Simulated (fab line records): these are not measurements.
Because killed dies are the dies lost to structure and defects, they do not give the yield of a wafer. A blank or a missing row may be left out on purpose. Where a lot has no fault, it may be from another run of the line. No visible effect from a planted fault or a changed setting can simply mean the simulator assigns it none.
Which of the tools did it? | flow sky130 | Sampling: 11 lots, 31 wafers, 3 of 708 route steps

== WHAT THE GAUGES READ, wafer by wafer ==
SKY_VIA1_BOW_MEAS_03.
lot  | measured     | on            | VIA1_BOW (um)
L255 | day 33 07:49 | film metro-02 | 80 86 93
L258 | day 33 21:01 | film metro-02 | 89 70
L260 | day 34 18:41 | film metro-03 | 87 77 75
L261 | day 35 05:59 | film metro-03 | 72 68
L267 | day 37 07:35 | film metro-04 | 85 91 93
L270 | day 38 03:48 | film metro-04 | 76 97 83
L271 | day 38 07:21 | film metro-03 | 73 75 84
L273 | day 38 20:32 | film metro-02 | 90 70 89
L274 | day 38 22:11 | film metro-04 | 76 72 78
L276 | day 39 14:46 | film metro-04 | 81 83 78
L277 | day 39 22:23 | film metro-04 | 83 84 77

SKY_VIA1_THK_MEAS_23: measures by xrf.
lot  | measured     | on            | VIA1_W_THK (nm)
L255 | day 34 11:30 | film metro-03 | 268 270 270
L258 | day 35 01:01 | film metro-03 | 277 272
L260 | day 35 21:56 | film metro-02 | 267 263 264
L261 | day 36 08:53 | film metro-02 | 265 268
L267 | day 38 10:49 | film metro-04 | 270 271 276
L270 | day 39 06:07 | film metro-03 | 272 270 267
L271 | day 39 09:17 | film metro-03 | 269 268 267
L273 | day 39 22:25 | film metro-02 | 266 264 270
L274 | day 39 23:48 | film metro-02 | 269 268 270
L276 | day 40 16:41 | film metro-04 | 266 273 272
L277 | day 41 00:21 | film metro-02 | 270 273 271

== WHAT TOOL EACH LOT RAN ON (gives the tool, then ch and the chambers of the sampled wafers, and finally the start) ==
lot  | SKY_RES_PROTECT_STRIP_07
L255 | plasma asher-02 ch 0,1, day 15 17:23
L258 | plasma asher-04 ch 1, day 16 05:34
L260 | plasma asher-01 ch 0,1, day 17 07:26
L261 | plasma asher-02 ch 0, day 17 15:17
L267 | plasma asher-01 ch 0,1, day 20 03:05
L270 | plasma asher-02 ch 0,1, day 21 06:08
L271 | plasma asher-04 ch 0,1, day 21 07:35
L273 | plasma asher-02 ch 0,1, day 22 03:40
L274 | plasma asher-01 ch 0,1, day 22 04:19
L276 | plasma asher-04 ch 0,1, day 22 19:56
L277 | plasma asher-01 ch 0,1, day 23 05:47
- SKY_RES_PROTECT_STRIP_07: strips in O2/N2.

== WHAT THE TOOLS THEMSELVES READ (means of the sampled wafers that have a number; where no wafer has one, the mark that the record gives instead) ==
SKY_RES_PROTECT_STRIP_07.
lot  | tool            | drypump motor current A (A) | oes product au (a.u.) | strip time to endpoint s (s)
L255 | plasma asher-02 | 5.57                        | 0.516                 | 23.30
L258 | plasma asher-04 | 5.88                        | 0.519                 | 23.39
L260 | plasma asher-01 | 5.50                        | 0.517                 | 23.34
L261 | plasma asher-02 | 6.05                        | 0.512                 | 23.29
L267 | plasma asher-01 | 5.69                        | 0.519                 | 23.29
L270 | plasma asher-02 | 5.59                        | 0.521                 | 23.22
L271 | plasma asher-04 | 5.73                        | 0.521                 | 23.30
L273 | plasma asher-02 | 5.82                        | 0.513                 | 23.26
L274 | plasma asher-01 | 5.50                        | 0.522                 | 23.33
L276 | plasma asher-04 | 5.81                        | 0.517                 | 23.32
L277 | plasma asher-01 | 5.66                        | 0.512                 | 23.31

== THE ANSWER, worked out from the rows above alone ==
Rule: the usual values come from the lots themselves. Put in order of their means at a reading, lots are off if they are a third of the lots or fewer, leave a main group of 4 or more, and stand apart from it by a gap of 3 or more times the standard deviation of the main group's means; of several such gaps the widest counts. If all means in a main group match to the digits the tables above print for the reading, that group is not used. A lot without any number at a reading at which 4 lots or more have one is off too. All remaining lots with rows at the step are treated as sound. First the gauges in route order, then the tools' own readings, where a lot's mean is used as printed above. The first step at which some lot is off is used, and at that step the reading that is off furthest; a lot without a number counts as furthest.
Across all readings shown, no lot is off: no conclusion can be drawn from this.

== WHAT THE SIMULATOR PUT IN ==
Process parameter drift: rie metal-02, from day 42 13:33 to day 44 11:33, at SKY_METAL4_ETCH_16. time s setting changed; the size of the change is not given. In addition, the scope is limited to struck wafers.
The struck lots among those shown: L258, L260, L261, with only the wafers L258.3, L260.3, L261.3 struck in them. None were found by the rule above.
